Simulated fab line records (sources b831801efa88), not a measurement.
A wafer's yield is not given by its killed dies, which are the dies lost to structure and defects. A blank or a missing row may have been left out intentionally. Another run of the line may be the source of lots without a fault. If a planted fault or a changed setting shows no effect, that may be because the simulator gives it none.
A struck lot beside a sound one	flow sky130	19 steps out of a route of 708
Sound: wafers L974.3, L974.4, L974.5. Struck: wafer L970.1. (L970.5 of the same lot was not struck and is left out.) The cause comes at the end.
Order at every step that has rows: each side's tool, ch and its chambers, its first start. Under that, the readings that differ: sound wafers	struck wafers	difference of the means	sigmas: that difference in standard deviations of wafers without a fault.
alike: readings with means less than 2 such deviations apart, plus words and numbers identical on both sides. not compared: withheld readings, readings lacking a value on some wafer, bounds such as >300 that could conceal the same value, and numbers that have no deviation in the record and whose values overlap.
The two part at a step that has a row with sigmas, a row that says differs or no value, or rows on one side only. Numbers that have no deviation but don't overlap get no sigmas and don't part them. Lack of a reading on every wafer of one side parts them only where that side has two or more wafers.

SKY_METAL4_STRIP_19: strips in O2/N2.
  sound on plasma-asher-01 ch 0,1, day 46 04:07; struck on plasma-asher-02 ch 1, day 45 00:47
reading	sound	struck	difference	sigmas
rf-hours-counter-h (h)	- - -	88	no value on the sound wafers	
  alike: drypump-motor-current-A, oes-product-au, strip-time-to-endpoint-s
then, 4 steps without rows for these wafers: SKY_METAL4_STRIP_20 (strips in post etch residue remover, time 1200 s); SKY_METAL4_CLEAN_21 (cleans in IPA, time 180 s); SKY_METAL4_CLEAN_22 (cleans in O3/DIW); SKY_VIA4_HDPCVD_00 (deposits SiO2, target thk 1750 nm, time 291.7 s).
SKY_VIA4_THK_MEAS_01:
  sound: film-metro-01 at day 46 04:53; struck: film-metro-03 at day 45 01:33
  alike: VIA4_HDPCVD_THK
SKY_VIA4_CMP_02: polishes SiO2.
  sound on cmp-01 ch 0,2,3, day 46 05:04; struck on cmp-01 ch 3, day 45 01:43
  alike: motor-current-A, retaining-ring-pressure-frac
SKY_VIA4_BOW_MEAS_03:
  sound: film-metro-03 at day 46 05:24; struck: film-metro-01 at day 45 01:55
  alike: VIA4_BOW
then, 4 steps without rows for these wafers: SKY_VIA4_DEHYDRATE_04 (time 60 s); SKY_VIA4_HMDS_05 (prime time 60 s); SKY_VIA4_COAT_06 (resist thk 1140 nm); SKY_VIA4_SOFTBAKE_07 (time 60 s).
SKY_VIA4_EXPOSE_08: exposes mask VIM4, target cd 800 nm.
  sound on iline-stepper-02 ch 0, day 46 15:41; struck on iline-stepper-01 ch 0, day 45 12:21
  alike: mask
then, 2 steps without rows for these wafers: SKY_VIA4_PEB_09; SKY_VIA4_DEVELOP_10 (develop time 60 s).
SKY_VIA4_OVL_MEAS_11:
  sound: overlay-02 at day 47 02:43; struck: overlay-02 at day 45 23:30
  alike: VIA4_OVL
SKY_VIA4_ETCH_12: etches SiO2 in C4F8/O2/Ar, stops on TiN, target depth 580 nm.
  sound on rie-diel-02 ch 0,2, day 47 02:44; struck on rie-diel-03 ch 0, day 45 23:32
reading	sound	struck	difference	sigmas
model.VIA4.cd-nm (nm)	799.3 801 801.1	830	+30	
  alike: bias-w, oes-product-au
SKY_VIA4_STRIP_13: strips in O2/N2.
  sound on plasma-asher-02 ch 0,1, day 47 02:50; struck on plasma-asher-01 ch 0, day 45 23:37
reading	sound	struck	difference	sigmas
oes-product-au (a.u.)	0.710 0.711 0.718	0.724	+0.011	+2
rf-hours-counter-h (h)	- - -	65	no value on the sound wafers	
  alike: drypump-motor-current-A, strip-time-to-endpoint-s
-- the record jumps here: 3 days lie between the struck wafers' starts before and after (it left off in module VIA4 and takes up again in module PAD_OPEN, whose first step shown is number 708 of the route) --
SKY_PAD_OPEN_PROBE_99:
  sound: prober-02 at day 49 18:02; struck: prober-02 at day 48 18:09
reading	sound	struck	difference	sigmas
killed-at-other	0 0 0	1	+1	+2
  alike: defect-limited-yield, killed_at_M0_to_M3, killed_at_M4_up, killed-at-contacts, killed-at-front-end, killed-dies, killed-on-rim, killed-open, killed-short, sort_bin_3_pad_short, sort_bin_5_function, sort_bin_6_memory, sort-n-pass, sort-yield-pct
  not compared: model.etest.via4-chain.rc-ohm

## WHERE THEY PART
First at SKY_METAL4_STRIP_19; last, within this record, at SKY_PAD_OPEN_PROBE_99.

WHY: whatever the simulator had introduced
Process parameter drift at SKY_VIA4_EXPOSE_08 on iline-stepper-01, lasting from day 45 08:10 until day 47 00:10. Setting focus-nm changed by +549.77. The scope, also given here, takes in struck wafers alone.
